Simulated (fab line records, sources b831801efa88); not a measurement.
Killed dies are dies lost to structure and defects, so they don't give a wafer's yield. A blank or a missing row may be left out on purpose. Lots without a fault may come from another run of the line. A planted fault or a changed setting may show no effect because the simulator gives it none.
Which tool did it? | flow sky130 | 24 lots, 72 wafers sampled, at 6 steps of a route of 708

WHAT THE GAUGES READ, wafer by wafer
SKY_VIA2_BOW_MEAS_03.
lot  | measured     | on            | VIA2_BOW (um)
L074 | day 35 10:31 | film_metro-04 | 89 94 94
L075 | day 35 15:19 | film_metro-03 | 80 81 80
L076 | day 35 20:42 | film_metro-03 | 66 73 71
L077 | day 36 02:23 | film_metro-01 | 93 83 83
L078 | day 36 10:56 | film_metro-04 | 86 92 91
L079 | day 36 18:38 | film_metro-01 | 97 95 96
L080 | day 37 03:33 | film_metro-01 | 96 100 94
L081 | day 37 23:27 | film_metro-04 | 96 82 82
L082 | day 38 01:45 | film_metro-04 | 90 93 87
L083 | day 38 02:02 | film_metro-04 | 81 85 84
L084 | day 38 05:43 | film_metro-01 | 83 90 89
L085 | day 38 15:06 | film_metro-01 | 92 86 82
L086 | day 38 23:55 | film_metro-01 | 75 94 90
L087 | day 39 12:28 | film_metro-03 | 103 104 107
L088 | day 39 12:54 | film_metro-03 | 87 78 80
L089 | day 39 20:46 | film_metro-01 | 88 85 82
L090 | day 40 01:27 | film_metro-04 | 104 101 79
L091 | day 40 12:32 | film_metro-03 | 88 78 87
L092 | day 40 18:44 | film_metro-01 | 83 91 83
L093 | day 40 20:58 | film_metro-01 | 81 76 85
L094 | day 41 04:56 | film_metro-04 | 88 93 79
L095 | day 41 13:55 | film_metro-04 | 75 84 88
L096 | day 41 18:56 | film_metro-03 | 79 83 95
L097 | day 42 01:04 | film_metro-01 | 91 85 90

SKY_CAPM_THK_MEAS_04: measures by xrf.
lot  | measured     | on            | CAPM_TIN_THK (nm)
L074 | day 36 14:40 | film_metro-03 | 200.4 200.0 199.1
L075 | day 36 19:38 | film_metro-01 | 201.9 204.7 203.5
L076 | day 37 00:56 | film_metro-01 | 204.6 201.5 203.9
L077 | day 37 06:13 | film_metro-01 | 202.4 202.6 201.8
L078 | day 37 15:40 | film_metro-03 | 199.2 199.2 201.0
L079 | day 37 23:23 | film_metro-02 | 205.3 208.0 204.8
L080 | day 38 07:47 | film_metro-03 | 205.6 205.4 203.4
L081 | day 39 03:14 | film_metro-02 | 202.3 204.6 201.9
L082 | day 39 04:41 | film_metro-02 | 201.3 202.2 202.3
L083 | day 39 05:14 | film_metro-03 | 203.8 202.9 204.7
L084 | day 39 08:26 | film_metro-02 | 196.7 197.8 197.4
L085 | day 39 17:41 | film_metro-02 | 200.2 199.1 198.6
L086 | day 40 01:29 | film_metro-01 | 205.3 207.4 206.4
L087 | day 40 14:43 | film_metro-01 | 202.3 200.8 201.1
L088 | day 40 15:28 | film_metro-02 | 202.0 204.4 203.3
L089 | day 40 23:35 | film_metro-02 | 204.8 203.2 203.8
L090 | day 41 03:54 | film_metro-01 | 204.1 206.5 203.8
L091 | day 41 14:34 | film_metro-03 | 204.8 203.4 204.3
L092 | day 41 20:32 | film_metro-03 | 203.8 201.5 201.8
L093 | day 41 22:54 | film_metro-02 | 202.6 203.9 203.5
L094 | day 42 07:05 | film_metro-02 | 201.2 200.6 198.6
L095 | day 42 15:47 | film_metro-01 | 201.0 200.1 200.9
L096 | day 42 19:46 | film_metro-02 | 203.4 207.0 206.3
L097 | day 43 02:50 | film_metro-01 | 201.8 202.1 201.9

WHICH TOOL RAN EACH LOT (tool, then ch and the chambers of the sampled wafers, then the start)
lot  | SKY_VIA1_STRIP_16                    | SKY_VIA1_CMP_24               | SKY_METAL3_SPUTTER_04        | SKY_CAPM_CVD_00
L074 | plasma_asher-04 ch 0,1, day 34 05:13 | cmp-01 ch 0,1,2, day 34 06:12 | pvd_sputter-03, day 36 14:16 | pecvd-01 ch 0,2, day 36 14:20
L075 | plasma_asher-04 ch 0,1, day 34 10:02 | cmp-01 ch 1,2, day 34 11:01   | pvd_sputter-04, day 36 19:16 | pecvd-01 ch 0,1, day 36 19:19
L076 | plasma_asher-02 ch 0,1, day 34 14:50 | cmp-02 ch 1,3, day 34 15:49   | pvd_sputter-04, day 37 00:34 | pecvd-02 ch 0,1,2, day 37 00:37
L077 | plasma_asher-04 ch 0,1, day 34 21:50 | cmp-02 ch 1,2, day 34 22:46   | pvd_sputter-03, day 37 05:50 | pecvd-01 ch 0,2, day 37 05:53
L078 | plasma_asher-02 ch 0,1, day 35 05:07 | cmp-02 ch 0,1,2, day 35 06:08 | pvd_sputter-03, day 37 15:18 | pecvd-01 ch 0,1,2, day 37 15:21
L079 | plasma_asher-02 ch 0,1, day 35 13:44 | cmp-02 ch 1,2, day 35 14:40   | pvd_sputter-01, day 37 23:01 | pecvd-04 ch 0,1,2, day 37 23:04
L080 | plasma_asher-04 ch 0,1, day 35 21:40 | cmp-02 ch 1,3, day 35 22:36   | pvd_sputter-01, day 38 07:25 | pecvd-04 ch 0, day 38 07:28
L081 | plasma_asher-04 ch 0,1, day 36 17:58 | cmp-02 ch 1,2,3, day 36 19:03 | pvd_sputter-04, day 39 02:53 | pecvd-04 ch 0,2, day 39 02:56
L082 | plasma_asher-02 ch 0,1, day 36 20:07 | cmp-02 ch 1,2, day 36 21:05   | pvd_sputter-01, day 39 04:19 | pecvd-04 ch 1,2, day 39 04:22
L083 | plasma_asher-04 ch 0,1, day 36 20:46 | cmp-01 ch 1,3, day 36 21:45   | pvd_sputter-04, day 39 04:52 | pecvd-01 ch 0,1,2, day 39 04:55
L084 | plasma_asher-04 ch 0,1, day 37 00:26 | cmp-01 ch 0,2,3, day 37 01:27 | pvd_sputter-01, day 39 08:05 | pecvd-01 ch 0,1,2, day 39 08:08
L085 | plasma_asher-01 ch 1, day 37 10:14   | cmp-01 ch 2,3, day 37 11:16   | pvd_sputter-01, day 39 17:19 | pecvd-01 ch 0,2, day 39 17:22
L086 | plasma_asher-01 ch 0,1, day 37 19:41 | cmp-02 ch 0,2,3, day 37 20:37 | pvd_sputter-03, day 40 01:08 | pecvd-04 ch 1,2, day 40 01:11
L087 | plasma_asher-02 ch 0,1, day 38 08:02 | cmp-01 ch 1,2,3, day 38 08:58 | pvd_sputter-01, day 40 14:22 | pecvd-01 ch 0,1,2, day 40 14:25
L088 | plasma_asher-02 ch 0,1, day 38 09:50 | cmp-02 ch 2,3, day 38 10:48   | pvd_sputter-04, day 40 15:05 | pecvd-02 ch 0,1,2, day 40 15:09
L089 | plasma_asher-04 ch 0,1, day 38 17:02 | cmp-01 ch 1,2,3, day 38 18:08 | pvd_sputter-04, day 40 23:13 | pecvd-01 ch 0,1,2, day 40 23:17
L090 | plasma_asher-04 ch 0,1, day 38 23:05 | cmp-02 ch 0,1,3, day 39 00:07 | pvd_sputter-03, day 41 03:32 | pecvd-02 ch 0,1, day 41 03:35
L091 | plasma_asher-04 ch 0,1, day 39 09:38 | cmp-01 ch 0,1,3, day 39 10:58 | pvd_sputter-03, day 41 14:13 | pecvd-04 ch 0,1,2, day 41 14:15
L092 | plasma_asher-02 ch 1, day 39 15:35   | cmp-02 ch 0,1,3, day 39 16:36 | pvd_sputter-04, day 41 20:10 | pecvd-04 ch 0,1,2, day 41 20:13
L093 | plasma_asher-04 ch 0,1, day 39 17:32 | cmp-01 ch 0,2,3, day 39 18:27 | pvd_sputter-01, day 41 22:32 | pecvd-02 ch 0,1,2, day 41 22:35
L094 | plasma_asher-01 ch 0,1, day 40 02:02 | cmp-01 ch 0,2,3, day 40 02:57 | pvd_sputter-04, day 42 06:43 | pecvd-04 ch 0,1, day 42 06:46
L095 | plasma_asher-04 ch 0,1, day 40 10:59 | cmp-02 ch 0,1,3, day 40 11:56 | pvd_sputter-01, day 42 15:25 | pecvd-02 ch 0,2, day 42 15:28
L096 | plasma_asher-04 ch 0,1, day 40 16:26 | cmp-01 ch 0,2, day 40 17:26   | pvd_sputter-01, day 42 19:24 | pecvd-01 ch 0,1,2, day 42 19:27
L097 | plasma_asher-04 ch 0,1, day 40 22:11 | cmp-01 ch 0,2,3, day 40 23:28 | pvd_sputter-01, day 43 02:29 | pecvd-01 ch 0,1,2, day 43 02:32
- SKY_VIA1_STRIP_16: strips in O2/N2.
- SKY_VIA1_CMP_24: polishes, stops on SiO2, t overpolish 15 s, target thk 0 nm.
- SKY_METAL3_SPUTTER_04: material TiN, target thk 70 nm, time 58.3 s.
- SKY_CAPM_CVD_00: deposits SiO2, target thk 15.5 nm.

WHAT THE TOOLS THEMSELVES READ (means of the sampled wafers that have a number; where no wafer has one, the mark that the record gives instead)
SKY_VIA1_STRIP_16.
lot  | tool            | drypump_motor_current_A (A) | o2_flow_sccm (sccm) | oes_product_au (a.u.) | strip_time_to_endpoint_s (s)
L074 | plasma_asher-04 | 5.74                        | 3002                | 0.414                 | 4.441
L075 | plasma_asher-04 | 5.76                        | 3007                | 0.415                 | 4.449
L076 | plasma_asher-02 | 6.14                        | 3006                | 0.416                 | 4.460
L077 | plasma_asher-04 | 5.78                        | 2995                | 0.415                 | 4.464
L078 | plasma_asher-02 | 6.13                        | 2987                | 0.420                 | 4.453
L079 | plasma_asher-02 | 5.88                        | 2994                | 0.417                 | 4.448
L080 | plasma_asher-04 | 5.75                        | 3003                | 0.414                 | 4.411
L081 | plasma_asher-04 | 5.76                        | 2999                | 0.418                 | 4.437
L082 | plasma_asher-02 | 6.13                        | 3010                | 0.411                 | 4.449
L083 | plasma_asher-04 | 5.76                        | 2999                | 0.409                 | 4.457
L084 | plasma_asher-04 | 5.71                        | 2993                | 0.422                 | 4.422
L085 | plasma_asher-01 | 5.91                        | 3011                | 0.415                 | 4.442
L086 | plasma_asher-01 | 6.05                        | 3001                | 0.413                 | 4.458
L087 | plasma_asher-02 | 6.15                        | 3011                | 0.412                 | 4.435
L088 | plasma_asher-02 | 5.89                        | 3008                | 0.412                 | 4.407
L089 | plasma_asher-04 | 5.78                        | 2995                | 0.414                 | 4.466
L090 | plasma_asher-04 | 5.75                        | 3002                | 0.418                 | 4.431
L091 | plasma_asher-04 | 5.78                        | 2997                | 0.415                 | 4.469
L092 | plasma_asher-02 | 6.41                        | 3002                | 0.415                 | 4.482
L093 | plasma_asher-04 | 5.76                        | 2996                | 0.416                 | 4.415
L094 | plasma_asher-01 | 6.04                        | 2998                | 0.413                 | 4.435
L095 | plasma_asher-04 | 5.76                        | 2996                | 0.415                 | 4.456
L096 | plasma_asher-04 | 5.77                        | 2998                | 0.418                 | 4.458
L097 | plasma_asher-04 | 5.77                        | 3006                | 0.420                 | 4.458

SKY_VIA1_CMP_24.
lot  | tool   | motor_current_A (A) | overpolish_run_s (s) | platen_rpm (rpm) | time_to_endpoint_s (s)
L074 | cmp-01 | 10.7                | 14.997               | 60.00            | 65
L075 | cmp-01 | 10.7                | 14.992               | 60.05            | 68
L076 | cmp-02 | 11.8                | 14.992               | 60.03            | 65
L077 | cmp-02 | 10.6                | 14.994               | 60.00            | 64
L078 | cmp-02 | 10.8                | 15.012               | 60.00            | 63
L079 | cmp-02 | 11.8                | 15.008               | 60.02            | 60
L080 | cmp-02 | 12.2                | 15.003               | 59.97            | 70
L081 | cmp-02 | 11.0                | 14.995               | 60.02            | 63
L082 | cmp-02 | 11.0                | 15.000               | 60.05            | 64
L083 | cmp-01 | 11.4                | 15.002               | 60.04            | 65
L084 | cmp-01 | 11.4                | 15.003               | 59.98            | 66
L085 | cmp-01 | 11.6                | 15.003               | 60.03            | 66
L086 | cmp-02 | 9.9                 | 15.000               | 59.99            | 67
L087 | cmp-01 | 11.2                | 14.988               | 59.98            | 63
L088 | cmp-02 | 10.5                | 15.000               | 60.01            | 65
L089 | cmp-01 | 11.1                | 14.997               | 59.94            | 68
L090 | cmp-02 | 10.8                | 14.991               | 59.99            | 65
L091 | cmp-01 | 11.0                | 15.007               | 59.99            | 68
L092 | cmp-02 | 10.9                | 15.001               | 60.05            | 66
L093 | cmp-01 | 11.7                | 15.003               | 60.01            | 68
L094 | cmp-01 | 11.5                | 14.999               | 60.03            | 69
L095 | cmp-02 | 10.7                | 14.994               | 60.02            | 64
L096 | cmp-01 | 11.5                | 14.998               | 60.02            | 71
L097 | cmp-01 | 11.4                | 15.006               | 60.03            | 68

SKY_METAL3_SPUTTER_04.
lot  | tool           | throttle_valve_pct (%)
L074 | pvd_sputter-03 | 29.6
L075 | pvd_sputter-04 | 30.0
L076 | pvd_sputter-04 | 29.7
L077 | pvd_sputter-03 | 29.1
L078 | pvd_sputter-03 | 29.3
L079 | pvd_sputter-01 | 29.9
L080 | pvd_sputter-01 | 29.3
L081 | pvd_sputter-04 | 30.4
L082 | pvd_sputter-01 | 29.1
L083 | pvd_sputter-04 | 29.9
L084 | pvd_sputter-01 | 29.1
L085 | pvd_sputter-01 | 29.0
L086 | pvd_sputter-03 | 29.8
L087 | pvd_sputter-01 | 29.4
L088 | pvd_sputter-04 | 29.9
L089 | pvd_sputter-04 | 30.1
L090 | pvd_sputter-03 | 29.9
L091 | pvd_sputter-03 | 29.4
L092 | pvd_sputter-04 | 29.7
L093 | pvd_sputter-01 | 29.8
L094 | pvd_sputter-04 | 29.9
L095 | pvd_sputter-01 | 29.5
L096 | pvd_sputter-01 | 29.8
L097 | pvd_sputter-01 | 28.6

SKY_CAPM_CVD_00.
lot  | tool     | heater_power_outer_w (W) | heater_power_w (W)
L074 | pecvd-01 | 403                      | 685
L075 | pecvd-01 | 457                      | 726
L076 | pecvd-02 | 443                      | 778
L077 | pecvd-01 | 412                      | 692
L078 | pecvd-01 | 418                      | 705
L079 | pecvd-04 | 359                      | 644
L080 | pecvd-04 | 389                      | 659
L081 | pecvd-04 | 372                      | 659
L082 | pecvd-04 | 404                      | 720
L083 | pecvd-01 | 440                      | 728
L084 | pecvd-01 | 404                      | 672
L085 | pecvd-01 | 443                      | 727
L086 | pecvd-04 | 327                      | 602
L087 | pecvd-01 | 446                      | 740
L088 | pecvd-02 | 447                      | 788
L089 | pecvd-01 | 425                      | 710
L090 | pecvd-02 | 461                      | 798
L091 | pecvd-04 | 400                      | 697
L092 | pecvd-04 | 403                      | 694
L093 | pecvd-02 | 441                      | 783
L094 | pecvd-04 | 443                      | 748
L095 | pecvd-02 | 400                      | 728
L096 | pecvd-01 | 386                      | 647
L097 | pecvd-01 | 438                      | 721

THE ANSWER, worked out from the rows above alone
Rule: what is usual is taken from the lots themselves. Put in order of their means at a reading, lots are off if they are a third of the lots or fewer, leave a main group of 4 or more, and stand apart from it by a gap of 3 or more times the standard deviation of the main group's means; of several such gaps the widest counts. A main group whose means are all the same, to the digits that the tables above print for the reading, isn't used. A lot without any number at a reading at which 4 lots or more have one is off too. The other lots that the step has rows for count as sound. The gauges are gone through in route order, then the tools' own readings, and for those a lot's mean is taken as printed above. The first step at which some lot is off is used, and at that step the reading that is off furthest; a lot without a number counts as furthest.
No lot is off at any reading shown: from this, nothing can be told.

WHAT THE SIMULATOR HAD PUT IN
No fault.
